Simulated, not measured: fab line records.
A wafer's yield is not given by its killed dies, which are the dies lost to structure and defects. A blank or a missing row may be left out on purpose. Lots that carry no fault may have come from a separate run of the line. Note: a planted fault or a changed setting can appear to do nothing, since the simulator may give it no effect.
fab line records :: flow gf180mcu
[record]
  lots = 6
  wafers = 18
  last_day = 33
route steps=602 shown MVSD@70 MVPSD@78
lots that met no fault: taken from a fault-free run of the same line
start_h: start of the lot's first displayed wafer, in hours after the record's first day :: wait_h: hours elapsed since this lot's preceding step :: " same as the row above :: L1.1+2: several wafers, shown together as one row :: - either no value or no given start :: * or withheld: withheld :: < > ~ a bound
route shown NAME@n: a module of which the file shows steps, and the number in the route of the first :: usual: mean and standard deviation over wafers with no fault :: same: alike in all rows :: chamber/n: place in a boat :: sites: the reading at each site :: _std_site: the values' standard deviation :: _edge_site: mean of outer sites minus mean of inner sites :: radius_mm: how far each site lies from the wafer's centre :: mask NAME#n: copy n :: behind: the last tool/chamber to shape the wafer :: hold: the reason the lot was held/the length of the hold in hours/how it ended :: device: which transistor (n, p or np) failed to switch :: end of line: the same wafers' tests at the end of the route :: where a step has no rows: the recipe by itself :: killed: the dies lost at the first sort to structure and to defects; this is not the yield of the wafer :: map: the dies of a wafer, with x for killed, . for not killed, _ for no die there
set.NAME: the setting the step ran with; set.NAME@STEP: the setting that earlier step ran with :: model.NAME: the simulator's own value behind a step, which no gauge read
lots at selected steps of the route; one table per step, one row per wafer
services: the hour from which a tool's chamber was out of use, counted from the record's first day as start_h (under 0 if before that day), plus the number of hours and why
[[steps]]
[step GF_MVSD_EXPOSE_04]
[recipe]
  mask_id = MVSD
  target_cd_nm = 1000
  na = 0.6
  source_shape = conventional
  sigma_outer = 0.6
  dose_mj = 260
[step GF_MVSD_PEB_05]
[recipe]
  temp_c = 115
  time_s = withheld
[step GF_MVSD_DEVELOP_06]
[recipe]
  wall_angle_deg = 90
  develop_time_s = 60
  dev_temp_c = 23
[step GF_MVSD_OVL_MEAS_07]
[usual]
  MVSD_OVL = -1.2/1.5
lot.wafer: L730.1
tool: overlay-02
chamber: -
start_h: 98.48
wait_h: -
MVSD_OVL[nm]: -3.5

lot.wafer: L730.2
tool: overlay-02
chamber: -
start_h: 98.48
wait_h: -
MVSD_OVL[nm]: -3.8

lot.wafer: L730.5
tool: overlay-02
chamber: -
start_h: 98.48
wait_h: -
MVSD_OVL[nm]: -1.6

lot.wafer: L734.3
tool: overlay-02
chamber: -
start_h: 124.29
wait_h: -
MVSD_OVL[nm]: -0.9

lot.wafer: L734.4
tool: overlay-02
chamber: -
start_h: 124.29
wait_h: -
MVSD_OVL[nm]: -1.7

lot.wafer: L734.5
tool: overlay-02
chamber: -
start_h: 124.29
wait_h: -
MVSD_OVL[nm]: -1.0

lot.wafer: L737.3
tool: overlay-01
chamber: -
start_h: 140.39
wait_h: -
MVSD_OVL[nm]: -0.4

lot.wafer: L737.4
tool: overlay-01
chamber: -
start_h: 140.39
wait_h: -
MVSD_OVL[nm]: -1.1

lot.wafer: L737.6
tool: overlay-01
chamber: -
start_h: 140.39
wait_h: -
MVSD_OVL[nm]: -0.8

lot.wafer: L738.2
tool: overlay-01
chamber: -
start_h: 150.20
wait_h: -
MVSD_OVL[nm]: -0.7

lot.wafer: L738.3
tool: overlay-01
chamber: -
start_h: 150.20
wait_h: -
MVSD_OVL[nm]: 1.7

lot.wafer: L738.6
tool: overlay-01
chamber: -
start_h: 150.20
wait_h: -
MVSD_OVL[nm]: 0.0

lot.wafer: L744.4
tool: overlay-02
chamber: -
start_h: 180.65
wait_h: -
MVSD_OVL[nm]: 1.0

lot.wafer: L744.5
tool: overlay-02
chamber: -
start_h: 180.65
wait_h: -
MVSD_OVL[nm]: 1.0

lot.wafer: L744.6
tool: overlay-02
chamber: -
start_h: 180.65
wait_h: -
MVSD_OVL[nm]: -0.2

lot.wafer: L746.2
tool: overlay-02
chamber: -
start_h: 193.00
wait_h: -
MVSD_OVL[nm]: -4.2

lot.wafer: L746.3
tool: overlay-02
chamber: -
start_h: 193.00
wait_h: -
MVSD_OVL[nm]: -2.7

lot.wafer: L746.5
tool: overlay-02
chamber: -
start_h: 193.00
wait_h: -
MVSD_OVL[nm]: -3.0
[step GF_MVSD_IMPLANT_08]
[recipe]
  species = P
  energy_kev = 400
  dose_cm2 = 1.6e+13
  tilt_deg = 0
[step GF_MVSD_IMPLANT_09]
[recipe]
  species = P
  energy_kev = 100
  dose_cm2 = 5e+12
  tilt_deg = 0
[step GF_MVSD_STRIP_10]
[recipe]
  chemistry = O2/N2
  power_w = 1400
  pressure_mtorr = 1500
  platen_temp_c = 250
  o2_flow_sccm = 3000
  n2_flow_sccm = 300
  overash_fraction = 0.5
[usual]
  chamber_pressure_mTorr = 1500.2/1.3
  drypump_motor_current_A = 5.95/0.27
  heater_power_w = 364/37
  oes_product_au = 0.722/0.0049
  strip_time_to_endpoint_s = 36.97/0.1
lot.wafer: L730.1
tool: plasma_asher-04
chamber: 1
start_h: 98.82
wait_h: 0.1
chamber_pressure_mTorr: 1501.3
drypump_motor_current_A: 6.10
heater_power_w: 337
oes_product_au: 0.717
rf_hours_counter_h: 43
strip_time_to_endpoint_s: 36.89

lot.wafer: L730.2
tool: plasma_asher-04
chamber: 0
start_h: 98.82
wait_h: 0.1
chamber_pressure_mTorr: 1499.6
drypump_motor_current_A: 5.24
heater_power_w: 283
oes_product_au: 0.722
rf_hours_counter_h: 43
strip_time_to_endpoint_s: 36.98

lot.wafer: L730.5
tool: plasma_asher-04
chamber: 1
start_h: 98.82
wait_h: 0.1
chamber_pressure_mTorr: 1499.8
drypump_motor_current_A: 6.10
heater_power_w: 331
oes_product_au: 0.723
rf_hours_counter_h: -
strip_time_to_endpoint_s: 36.93

lot.wafer: L734.3
tool: plasma_asher-03
chamber: 0
start_h: 124.65
wait_h: 0.1
chamber_pressure_mTorr: 1499.1
drypump_motor_current_A: 5.99
heater_power_w: 405
oes_product_au: 0.719
rf_hours_counter_h: -
strip_time_to_endpoint_s: 36.84

lot.wafer: L734.4
tool: plasma_asher-03
chamber: 1
start_h: 124.65
wait_h: 0.1
chamber_pressure_mTorr: 1500.6
drypump_motor_current_A: 5.83
heater_power_w: 361
oes_product_au: 0.724
rf_hours_counter_h: -
strip_time_to_endpoint_s: 37.01

lot.wafer: L734.5
tool: plasma_asher-03
chamber: 1
start_h: 124.65
wait_h: 0.1
chamber_pressure_mTorr: 1501.7
drypump_motor_current_A: 5.92
heater_power_w: 354
oes_product_au: 0.726
rf_hours_counter_h: -
strip_time_to_endpoint_s: 36.94

lot.wafer: L737.3
tool: plasma_asher-04
chamber: 0
start_h: 140.75
wait_h: 0.1
chamber_pressure_mTorr: 1502.0
drypump_motor_current_A: 5.19
heater_power_w: 275
oes_product_au: 0.713
rf_hours_counter_h: -
strip_time_to_endpoint_s: 36.94

lot.wafer: L737.4
tool: plasma_asher-04
chamber: 1
start_h: 140.75
wait_h: 0.1
chamber_pressure_mTorr: 1497.8
drypump_motor_current_A: 6.09
heater_power_w: 338
oes_product_au: 0.729
rf_hours_counter_h: -
strip_time_to_endpoint_s: 36.90

lot.wafer: L737.6
tool: plasma_asher-04
chamber: 0
start_h: 140.75
wait_h: 0.1
chamber_pressure_mTorr: 1501.3
drypump_motor_current_A: 5.22
heater_power_w: 274
oes_product_au: 0.719
rf_hours_counter_h: -
strip_time_to_endpoint_s: 37.00

lot.wafer: L738.2
tool: plasma_asher-03
chamber: 0
start_h: 150.53
wait_h: 0.1
chamber_pressure_mTorr: 1499.4
drypump_motor_current_A: 5.98
heater_power_w: 400
oes_product_au: 0.717
rf_hours_counter_h: 35
strip_time_to_endpoint_s: 36.98

lot.wafer: L738.3
tool: plasma_asher-03
chamber: 1
start_h: 150.53
wait_h: 0.1
chamber_pressure_mTorr: 1499.1
drypump_motor_current_A: 5.89
heater_power_w: 363
oes_product_au: 0.726
rf_hours_counter_h: -
strip_time_to_endpoint_s: 37.14

lot.wafer: L738.6
tool: plasma_asher-03
chamber: 0
start_h: 150.53
wait_h: 0.1
chamber_pressure_mTorr: 1501.7
drypump_motor_current_A: 5.99
heater_power_w: 402
oes_product_au: 0.716
rf_hours_counter_h: -
strip_time_to_endpoint_s: 37.15

lot.wafer: L744.4
tool: plasma_asher-03
chamber: 1
start_h: 181.00
wait_h: 0.1
chamber_pressure_mTorr: 1502.0
drypump_motor_current_A: 5.91
heater_power_w: 362
oes_product_au: 0.724
rf_hours_counter_h: -
strip_time_to_endpoint_s: 36.85

lot.wafer: L744.5
tool: plasma_asher-03
chamber: 0
start_h: 181.00
wait_h: 0.1
chamber_pressure_mTorr: 1503.2
drypump_motor_current_A: 5.98
heater_power_w: 410
oes_product_au: 0.727
rf_hours_counter_h: -
strip_time_to_endpoint_s: 36.99

lot.wafer: L744.6
tool: plasma_asher-03
chamber: 1
start_h: 181.00
wait_h: 0.1
chamber_pressure_mTorr: 1499.9
drypump_motor_current_A: 5.94
heater_power_w: 366
oes_product_au: 0.725
rf_hours_counter_h: -
strip_time_to_endpoint_s: 36.88

lot.wafer: L746.2
tool: plasma_asher-02
chamber: 1
start_h: 193.33
wait_h: 0.1
chamber_pressure_mTorr: 1501.2
drypump_motor_current_A: 5.82
heater_power_w: 362
oes_product_au: 0.723
rf_hours_counter_h: 54
strip_time_to_endpoint_s: 36.94

lot.wafer: L746.3
tool: plasma_asher-02
chamber: 0
start_h: 193.33
wait_h: 0.1
chamber_pressure_mTorr: 1501.9
drypump_motor_current_A: 6.31
heater_power_w: 392
oes_product_au: 0.723
rf_hours_counter_h: -
strip_time_to_endpoint_s: 37.03

lot.wafer: L746.5
tool: plasma_asher-02
chamber: 0
start_h: 193.33
wait_h: 0.1
chamber_pressure_mTorr: 1499.2
drypump_motor_current_A: 6.33
heater_power_w: 373
oes_product_au: 0.715
rf_hours_counter_h: -
strip_time_to_endpoint_s: 36.98
[step GF_MVSD_TW_MEAS_11]
[usual]
  MVSD_TW = 1562/17
lot.wafer: L730.1
tool: film_metro-03
chamber: -
start_h: 98.92
wait_h: 0.1
MVSD_TW: 1555

lot.wafer: L730.2
tool: film_metro-03
chamber: -
start_h: 98.92
wait_h: 0.1
MVSD_TW: 1560

lot.wafer: L730.5
tool: film_metro-03
chamber: -
start_h: 98.92
wait_h: 0.1
MVSD_TW: 1556

lot.wafer: L734.3
tool: film_metro-03
chamber: -
start_h: 124.74
wait_h: 0.1
MVSD_TW: 1567

lot.wafer: L734.4
tool: film_metro-03
chamber: -
start_h: 124.74
wait_h: 0.1
MVSD_TW: 1578

lot.wafer: L734.5
tool: film_metro-03
chamber: -
start_h: 124.74
wait_h: 0.1
MVSD_TW: 1577

lot.wafer: L737.3
tool: film_metro-04
chamber: -
start_h: 140.84
wait_h: 0.1
MVSD_TW: 1545

lot.wafer: L737.4
tool: film_metro-04
chamber: -
start_h: 140.84
wait_h: 0.1
MVSD_TW: 1542

lot.wafer: L737.6
tool: film_metro-04
chamber: -
start_h: 140.84
wait_h: 0.1
MVSD_TW: 1552

lot.wafer: L738.2
tool: film_metro-01
chamber: -
start_h: 150.64
wait_h: 0.1
MVSD_TW: 1586

lot.wafer: L738.3
tool: film_metro-01
chamber: -
start_h: 150.64
wait_h: 0.1
MVSD_TW: 1579

lot.wafer: L738.6
tool: film_metro-01
chamber: -
start_h: 150.64
wait_h: 0.1
MVSD_TW: 1579

lot.wafer: L744.4
tool: film_metro-04
chamber: -
start_h: 181.10
wait_h: 0.1
MVSD_TW: 1546

lot.wafer: L744.5
tool: film_metro-04
chamber: -
start_h: 181.10
wait_h: 0.1
MVSD_TW: 1546

lot.wafer: L744.6
tool: film_metro-04
chamber: -
start_h: 181.10
wait_h: 0.1
MVSD_TW: 1543

lot.wafer: L746.2
tool: film_metro-04
chamber: -
start_h: 193.44
wait_h: 0.1
MVSD_TW: 1553

lot.wafer: L746.3
tool: film_metro-04
chamber: -
start_h: 193.44
wait_h: 0.1
MVSD_TW: 1546

lot.wafer: L746.5
tool: film_metro-04
chamber: -
start_h: 193.44
wait_h: 0.1
MVSD_TW: 1551
[step GF_MVPSD_DEHYDRATE_00]
[recipe]
  temp_c = 200
  time_s = 60
[step GF_MVPSD_HMDS_01]
[recipe]
  prime_time_s = 60
  prime_temp_c = 120
[step GF_MVPSD_COAT_02]
[recipe]
  spin_rpm = 2000
  resist_thk_nm = 3000
[step GF_MVPSD_SOFTBAKE_03]
[recipe]
  temp_c = 110
  time_s = withheld
[step GF_MVPSD_EXPOSE_04]
[recipe]
  mask_id = MVPSD
  target_cd_nm = 1000
  na = 0.6
  source_shape = conventional
  sigma_outer = 0.6
  dose_mj = 260
[usual]
  exposure_dose_mJ_cm2 = 260.01/0.25
  focus_offset_nm = -0.1/0.47
  stage_vel_mm_s = 500.01/0.26
lot.wafer: L730.1
tool: iline_stepper-01
chamber: 0
start_h: 106.31
wait_h: -
mask: MVPSD#0
exposure_dose_mJ_cm2: 259.77
focus_offset_nm: 0.4
stage_vel_mm_s: 500.16

lot.wafer: L730.2
tool: iline_stepper-01
chamber: 0
start_h: 106.31
wait_h: -
mask: MVPSD#0
exposure_dose_mJ_cm2: 259.59
focus_offset_nm: 0.0
stage_vel_mm_s: 500.03

lot.wafer: L730.5
tool: iline_stepper-01
chamber: 0
start_h: 106.31
wait_h: -
mask: MVPSD#0
exposure_dose_mJ_cm2: 259.47
focus_offset_nm: -0.3
stage_vel_mm_s: 500.66

lot.wafer: L734.3
tool: iline_stepper-02
chamber: 0
start_h: 131.87
wait_h: -
mask: MVPSD#0
exposure_dose_mJ_cm2: 260.12
focus_offset_nm: -0.5
stage_vel_mm_s: 499.57

lot.wafer: L734.4
tool: iline_stepper-02
chamber: 0
start_h: 131.87
wait_h: -
mask: MVPSD#0
exposure_dose_mJ_cm2: 260.09
focus_offset_nm: 0.7
stage_vel_mm_s: 500.18

lot.wafer: L734.5
tool: iline_stepper-02
chamber: 0
start_h: 131.87
wait_h: -
mask: MVPSD#0
exposure_dose_mJ_cm2: 260.42
focus_offset_nm: 0.9
stage_vel_mm_s: 499.35

lot.wafer: L737.3
tool: iline_stepper-02
chamber: -
start_h: 148.35
wait_h: -
mask: MVPSD#0
exposure_dose_mJ_cm2: -
focus_offset_nm: -
stage_vel_mm_s: -

lot.wafer: L737.4
tool: iline_stepper-02
chamber: -
start_h: 148.35
wait_h: -
mask: MVPSD#0
exposure_dose_mJ_cm2: -
focus_offset_nm: -
stage_vel_mm_s: -

lot.wafer: L737.6
tool: iline_stepper-02
chamber: -
start_h: 148.35
wait_h: -
mask: MVPSD#0
exposure_dose_mJ_cm2: -
focus_offset_nm: -
stage_vel_mm_s: -

lot.wafer: L738.2
tool: iline_stepper-01
chamber: -
start_h: 159.28
wait_h: -
mask: MVPSD#0
exposure_dose_mJ_cm2: -
focus_offset_nm: -
stage_vel_mm_s: -

lot.wafer: L738.3
tool: iline_stepper-01
chamber: -
start_h: 159.28
wait_h: -
mask: MVPSD#0
exposure_dose_mJ_cm2: -
focus_offset_nm: -
stage_vel_mm_s: -

lot.wafer: L738.6
tool: iline_stepper-01
chamber: -
start_h: 159.28
wait_h: -
mask: MVPSD#0
exposure_dose_mJ_cm2: -
focus_offset_nm: -
stage_vel_mm_s: -

lot.wafer: L744.4
tool: iline_stepper-02
chamber: 0
start_h: 189.66
wait_h: -
mask: MVPSD#0
exposure_dose_mJ_cm2: 260.17
focus_offset_nm: 0.4
stage_vel_mm_s: 500.65

lot.wafer: L744.5
tool: iline_stepper-02
chamber: 0
start_h: 189.66
wait_h: -
mask: MVPSD#0
exposure_dose_mJ_cm2: 260.65
focus_offset_nm: -0.2
stage_vel_mm_s: 500.37

lot.wafer: L744.6
tool: iline_stepper-02
chamber: 0
start_h: 189.66
wait_h: -
mask: MVPSD#0
exposure_dose_mJ_cm2: 260.56
focus_offset_nm: 0.3
stage_vel_mm_s: 500.17

lot.wafer: L746.2
tool: iline_stepper-01
chamber: 0
start_h: 202.28
wait_h: -
mask: MVPSD#0
exposure_dose_mJ_cm2: 259.79
focus_offset_nm: -0.3
stage_vel_mm_s: 499.81

lot.wafer: L746.3
tool: iline_stepper-01
chamber: 0
start_h: 202.28
wait_h: -
mask: MVPSD#0
exposure_dose_mJ_cm2: 260.13
focus_offset_nm: -0.8
stage_vel_mm_s: 500.12

lot.wafer: L746.5
tool: iline_stepper-01
chamber: 0
start_h: 202.28
wait_h: -
mask: MVPSD#0
exposure_dose_mJ_cm2: 260.13
focus_offset_nm: -1.1
stage_vel_mm_s: 500.50
[step GF_MVPSD_PEB_05]
[recipe]
  temp_c = 115
  time_s = withheld
[[services]]
tool: iline_stepper-02
chamber: -
start_h: 81.75
hours: 1.6
kind: repair

tool: iline_stepper-01
chamber: -
start_h: 84.40
hours: 9.7
kind: repair

tool: iline_stepper-02
chamber: -
start_h: 106.02
hours: 1.7
kind: pm

tool: iline_stepper-02
chamber: -
start_h: 107.36
hours: -
kind: calibration

tool: plasma_asher-04
chamber: -
start_h: 108.75
hours: 9.0
kind: pm

tool: plasma_asher-04
chamber: 0
start_h: 108.75
hours: 9.0
kind: vent_cycle

tool: plasma_asher-04
chamber: 1
start_h: 108.75
hours: 9.0
kind: vent_cycle

tool: plasma_asher-04
chamber: 0
start_h: 117.75
hours: -
kind: clean

tool: plasma_asher-04
chamber: 1
start_h: 117.75
hours: -
kind: clean

tool: plasma_asher-02
chamber: -
start_h: 162.98
hours: 8.4
kind: repair

tool: iline_stepper-01
chamber: -
start_h: 183.89
hours: 0.9
kind: repair

tool: plasma_asher-04
chamber: -
start_h: 202.01
hours: 1.9
kind: repair

tool: iline_stepper-02
chamber: -
start_h: 202.27
hours: 5.7
kind: repair
[[key]]
[first_sign]
  step = GF_MVPSD_EXPOSE_04
  reading = tool_record
  direction = missing
effect none on later readings
met_at GF_MVPSD_EXPOSE_04
struck_wafers L737.3,L737.4,L737.6,L738.2,L738.3,L738.6
sort_left_out L737.3,L737.4,L737.6,L738.2,L738.3,L738.6
tester_left_out L737,L738
onset_between 131.87 148.35
[fault]
  kind = skipped_step_whole
  tool = iline_stepper-01,iline_stepper-02
  chamber = -
  onset_h = 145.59
  steps = GF_MVPSD_EXPOSE_04
  scope = struck_lots_only
// tester_left_out: of these lots the tester's yield and bins aren't shown, on N5 and GAA mostly nor the transistor test; their killed dies are dies lost to structure and defects alone, not to doping, threshold or leakage, so they don't give the yield
// sort_left_out: the simulated sort isn't trusted on such a fault, so these wafers' sort isn't shown, and their yield isn't known
